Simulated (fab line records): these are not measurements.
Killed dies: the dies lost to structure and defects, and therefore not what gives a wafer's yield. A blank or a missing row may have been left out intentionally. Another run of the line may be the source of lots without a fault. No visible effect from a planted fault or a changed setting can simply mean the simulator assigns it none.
Comparing a struck lot with a sound one + flow gf180mcu + 14 out of 602 route steps
Sound: these wafers, L763.1, L763.2, L763.6. The struck wafers were L760.2, L760.4, L760.5. The cause comes at the end.
Per side, at each step with rows, come the tool, then ch with its chambers, and then its first start. Under that, the readings that differ: sound wafers + struck wafers + difference of the means + sigmas: that difference in standard deviations of wafers without a fault.
alike: readings whose means differ by less than 2 such deviations, and words and numbers that are the same on both sides. not compared: withheld readings, readings that some wafer has no value for, bounds like >300 that may hide the same value, and numbers for which the record gives no deviation and whose values overlap.
Wherever a step has rows on one side only, a row that says differs or no value, or a row with sigmas, the two part there. Numbers that don't overlap but have no deviation are shown without sigmas and don't part them. A reading missing from all wafers of one side parts the sides only when that side holds two or more wafers.

GF_TOP_METAL_SPUTTER_01: material TiN, target thk 30 nm, time 25 s.
  sound on pvd-sputter-04, day 33 04:43; struck on pvd-sputter-04, day 32 06:02
  alike: throttle-valve-pct
GF_TOP_METAL_SPUTTER_02: material AlCu, target thk 900 nm, time 47.82 s.
  sound on pvd-sputter-04, day 33 04:45; struck on pvd-sputter-04, day 32 06:04
  alike: substrate-temp-c, throttle-valve-pct
GF_TOP_METAL_SPUTTER_03: material Ti, target thk 5 nm, time 3.3 s.
  sound on pvd-sputter-04, day 33 04:47; struck on pvd-sputter-04, day 32 06:06
  alike: substrate-temp-c, throttle-valve-pct
GF_TOP_METAL_SPUTTER_04: material TiN, target thk 25 nm, time 20.8 s.
  sound on pvd-sputter-04, day 33 04:49; struck on pvd-sputter-04, day 32 06:07
  alike: throttle-valve-pct
GF_TOP_METAL_RS_MEAS_05: measures by four-point-probe.
  sound on film-metro-04, day 33 04:50; struck on film-metro-04, day 32 06:10
  alike: TOP_METAL_ALCU_RS
GF_TOP_METAL_THK_MEAS_06: measures by xrf.
  sound on film-metro-04, day 33 04:58; struck on film-metro-04, day 32 06:17
| reading                 | sound       | struck      | difference | sigmas |
|-------------------------|-------------|-------------|------------|--------|
| TOP_METAL_ALCU_THK (nm) | 904 898 899 | 926 914 931 | +23        | +2     |
then, 6 steps without rows for these wafers: GF_TOP_METAL_DEHYDRATE_07 (time 60 s); GF_TOP_METAL_HMDS_08 (prime time 60 s); GF_TOP_METAL_COAT_09 (resist thk 1500 nm); GF_TOP_METAL_SOFTBAKE_10 (time 60 s); GF_TOP_METAL_EXPOSE_11 (exposes mask MetalTop, target cd 440 nm); GF_TOP_METAL_PEB_12.
GF_TOP_METAL_DEVELOP_13: develop time 60 s.
  struck on litho-track-02, day 32 22:22; sound on litho-track-03 ch 0, day 33 19:46
  no value came back on the struck wafers for chill-plate-temp-C (C), develop-time-s (s); on the sound wafers chill-plate-temp-C (C) reads 22.90 23.02 23.09
GF_TOP_METAL_CD_MEAS_14: target cd 440 nm.
  sound on cd-sem-01, day 33 19:55; struck on cd-sem-02, day 32 22:31
| reading    | sound             | struck | difference                    | sigmas |
|------------|-------------------|--------|-------------------------------|--------|
| cd-nm (nm) | 435.5 433.6 433.5 | - - -  | no value on the struck wafers |        |

== WHERE THEY PART ==
Last at GF_TOP_METAL_CD_MEAS_14 as far as this record goes, first at GF_TOP_METAL_THK_MEAS_06.

WHY: whatever the simulator had introduced
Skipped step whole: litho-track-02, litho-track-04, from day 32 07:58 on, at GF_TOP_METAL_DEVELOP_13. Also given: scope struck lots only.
